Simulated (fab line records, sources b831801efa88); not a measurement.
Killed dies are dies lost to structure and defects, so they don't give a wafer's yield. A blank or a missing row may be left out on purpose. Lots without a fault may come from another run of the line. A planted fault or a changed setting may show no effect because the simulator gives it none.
Which tool did it? | flow gf180mcu | 14 lots, 42 wafers sampled, at 5 steps of a route of 602

WHAT THE GAUGES READ, wafer by wafer
GF_SAB_THK_MEAS_01. Usual: SAB_CVD_00_THK 50.1 nm, standard deviation 0.68.
lot  | measured     | on            | SAB_CVD_00_THK (nm) | flag
L624 | day 14 19:17 | film_metro-02 | 50.0 50.6 50.1      |
L626 | day 15 00:29 | film_metro-02 | 49.6 49.9 49.9      |
L627 | day 15 17:55 | film_metro-02 | 49.8 49.9 50.4      |
L628 | day 15 22:05 | film_metro-02 | 49.4 49.2 50.8      |
L629 | day 16 02:57 | film_metro-03 | 49.3 50.2 49.8      |
L630 | day 16 20:41 | film_metro-03 | 48.9 49.9 49.9      |
L631 | day 17 01:44 | film_metro-03 | 50.5 50.2 49.8      |
L638 | day 19 14:14 | film_metro-04 | 51.1 51.5 50.0      |
L639 | day 19 21:58 | film_metro-02 | 49.9 50.6 51.7      |
L640 | day 20 02:26 | film_metro-02 | 48.9 49.6 49.8      |
L641 | day 20 12:08 | film_metro-02 | 49.8 49.6 50.3      |
L644 | day 21 10:25 | film_metro-03 | 51.3 50.2 51.8      |
L645 | day 22 03:44 | film_metro-02 | 49.0 49.7 50.6      |
L646 | day 22 07:35 | film_metro-04 | 50.5 50.0 51.0      |

GF_SALICIDE_RS_MEAS_04: measures by four-point-probe. Usual: SALICIDE_TIN_RS 16.4 ohm/sq, standard deviation 0.41.
lot  | measured     | on            | SALICIDE_TIN_RS (ohm/sq) | flag
L624 | day 15 17:16 | film_metro-01 | 16.1 16.4 15.9           |
L626 | day 15 23:16 | film_metro-02 | 16.0 15.8 16.1           |
L627 | day 16 16:13 | film_metro-01 | 16.5 16.7 16.0           |
L628 | day 16 20:57 | film_metro-02 | 16.6 16.2 16.8           |
L629 | day 17 01:44 | film_metro-04 | 20.0 19.9 19.1           | OFF
L630 | day 17 20:50 | film_metro-02 | 16.7 16.2 16.3           |
L631 | day 18 01:52 | film_metro-01 | 20.4 19.4 19.8           | OFF
L638 | day 20 15:19 | film_metro-01 | 16.4 16.8 16.8           |
L639 | day 20 22:32 | film_metro-02 | 16.6 16.9 16.2           |
L640 | day 21 03:34 | film_metro-02 | 16.1 15.9 16.2           |
L641 | day 21 11:58 | film_metro-02 | 16.2 16.1 16.7           |
L644 | day 22 10:47 | film_metro-01 | 16.8 16.0 16.5           |
L645 | day 23 03:26 | film_metro-02 | 16.7 16.2 16.2           |
L646 | day 23 07:14 | film_metro-04 | 15.8 16.3 16.3           |

GF_CONTACT_CD_MEAS_14: target cd 220 nm. Usual: cd_nm 220.2 nm, standard deviation 1.4.
lot  | measured     | on        | cd_nm (nm)        | flag
L624 | day 16 16:46 | cd_sem-01 | 220.1 220.7 219.8 |
L626 | day 16 22:12 | cd_sem-01 | 221.3 220.9 221.1 |
L627 | day 17 15:50 | cd_sem-02 | 218.6 218.3 219.9 |
L628 | day 17 21:35 | cd_sem-02 | 219.0 219.5 219.3 |
L629 | day 18 02:06 | cd_sem-02 | 218.7 219.6 219.8 |
L630 | day 18 21:53 | cd_sem-01 | 219.7 220.2 219.6 |
L631 | day 19 04:17 | cd_sem-01 | 221.9 223.1 223.2 |
L638 | day 21 15:19 | cd_sem-01 | 217.2 216.7 217.2 |
L639 | day 21 23:44 | cd_sem-01 | 221.3 221.7 221.7 |
L640 | day 22 04:17 | cd_sem-01 | 218.7 219.0 219.6 |
L641 | day 22 12:02 | cd_sem-02 | 221.5 221.2 221.8 |
L644 | day 23 10:23 | cd_sem-01 | 221.9 220.1 221.5 |
L645 | day 24 02:46 | cd_sem-01 | 217.7 217.1 218.0 |
L646 | day 24 07:04 | cd_sem-02 | 219.3 218.6 219.6 |

WHICH TOOL RAN EACH LOT (tool, then ch and the chambers of the sampled wafers, then the start)
lot  | GF_SALICIDE_SPUTTER_02       | GF_CONTACT_CMP_04
L624 | pvd_sputter-01, day 15 17:11 | cmp-01 ch 0,1,2, day 15 18:05
L626 | pvd_sputter-01, day 15 23:11 | cmp-02 ch 0,1,3, day 15 23:57
L627 | pvd_sputter-01, day 16 16:10 | cmp-01 ch 1,2, day 16 16:55
L628 | pvd_sputter-04, day 16 20:53 | cmp-01 ch 0,1,3, day 16 21:39
L629 | pvd_sputter-01, day 17 01:39 | cmp-02 ch 0,1,3, day 17 02:27
L630 | pvd_sputter-04, day 17 20:47 | cmp-01 ch 0,1,2, day 17 21:32
L631 | pvd_sputter-01, day 18 01:49 | cmp-01 ch 1,2,3, day 18 04:08
L638 | pvd_sputter-02, day 20 15:16 | cmp-02 ch 0,2,3, day 20 16:16
L639 | pvd_sputter-01, day 20 22:29 | cmp-02 ch 1,2,3, day 20 23:15
L640 | pvd_sputter-01, day 21 03:31 | cmp-02 ch 0,1,2, day 21 04:24
L641 | pvd_sputter-04, day 21 11:50 | cmp-01 ch 0,1,3, day 21 12:43
L644 | pvd_sputter-01, day 22 10:39 | cmp-02 ch 0,1,2, day 22 11:34
L645 | pvd_sputter-04, day 23 03:22 | cmp-01 ch 0,1,2, day 23 04:08
L646 | pvd_sputter-01, day 23 07:11 | cmp-01 ch 0,2,3, day 23 08:11
- GF_SALICIDE_SPUTTER_02: material Co, target thk 10 nm, time 20 s.
- GF_CONTACT_CMP_04: polishes SiO2.

WHAT THE TOOLS THEMSELVES READ (means of the sampled wafers that have a number; where no wafer has one, the mark that the record gives instead)
GF_SALICIDE_SPUTTER_02. Usual: throttle_valve_pct 30.0 %, standard deviation 0.58.
lot  | tool           | throttle_valve_pct (%) | flag
L624 | pvd_sputter-01 | 29.7                   |
L626 | pvd_sputter-01 | 29.6                   |
L627 | pvd_sputter-01 | 29.9                   |
L628 | pvd_sputter-04 | 30.3                   |
L629 | pvd_sputter-01 | 30.0                   |
L630 | pvd_sputter-04 | 30.1                   |
L631 | pvd_sputter-01 | 29.8                   |
L638 | pvd_sputter-02 | 30.3                   |
L639 | pvd_sputter-01 | 29.9                   |
L640 | pvd_sputter-01 | 29.8                   |
L641 | pvd_sputter-04 | 30.8                   |
L644 | pvd_sputter-01 | 29.8                   |
L645 | pvd_sputter-04 | 30.6                   |
L646 | pvd_sputter-01 | 30.1                   |

GF_CONTACT_CMP_04. Usual: motor_current_A 12.6 A, standard deviation 1.7; time_to_endpoint_s 110 s, standard deviation 6.5.
lot  | tool   | motor_current_A (A) | time_to_endpoint_s (s) | flag
L624 | cmp-01 | 11.9                | 115                    |
L626 | cmp-02 | 14.2                | 102                    |
L627 | cmp-01 | 11.3                | 109                    |
L628 | cmp-01 | 11.1                | 110                    |
L629 | cmp-02 | 14.8                | 112                    |
L630 | cmp-01 | 11.8                | 107                    |
L631 | cmp-01 | 10.7                | 105                    |
L638 | cmp-02 | 12.9                | 113                    |
L639 | cmp-02 | 13.4                | 111                    |
L640 | cmp-02 | 14.2                | 116                    |
L641 | cmp-01 | 11.1                | 113                    |
L644 | cmp-02 | 13.5                | 117                    |
L645 | cmp-01 | 11.1                | 105                    |
L646 | cmp-01 | 10.9                | 109                    |

THE ANSWER, worked out from the rows above alone
Rule: a lot is off if the mean of its wafers that have a number lies more than 3 standard deviations from the usual mean. A lot without any number at a reading at which 4 lots or more have one is off too. The other lots that the step has rows for count as sound. The gauges are gone through in route order, then the tools' own readings, and for those a lot's mean is taken as printed above. The first step at which some lot is off is used, and at that step the reading that is off furthest; a lot without a number counts as furthest.
Off: L629, L631, at GF_SALICIDE_RS_MEAS_04 (SALICIDE_TIN_RS).
A tool fits if, at a process step before that reading, it ran every lot that is off, and no sound lot after the first of them. The gauges at GF_SALICIDE_RS_MEAS_04 are tried like those tools. None of those tried fits.

WHAT THE SIMULATOR HAD PUT IN
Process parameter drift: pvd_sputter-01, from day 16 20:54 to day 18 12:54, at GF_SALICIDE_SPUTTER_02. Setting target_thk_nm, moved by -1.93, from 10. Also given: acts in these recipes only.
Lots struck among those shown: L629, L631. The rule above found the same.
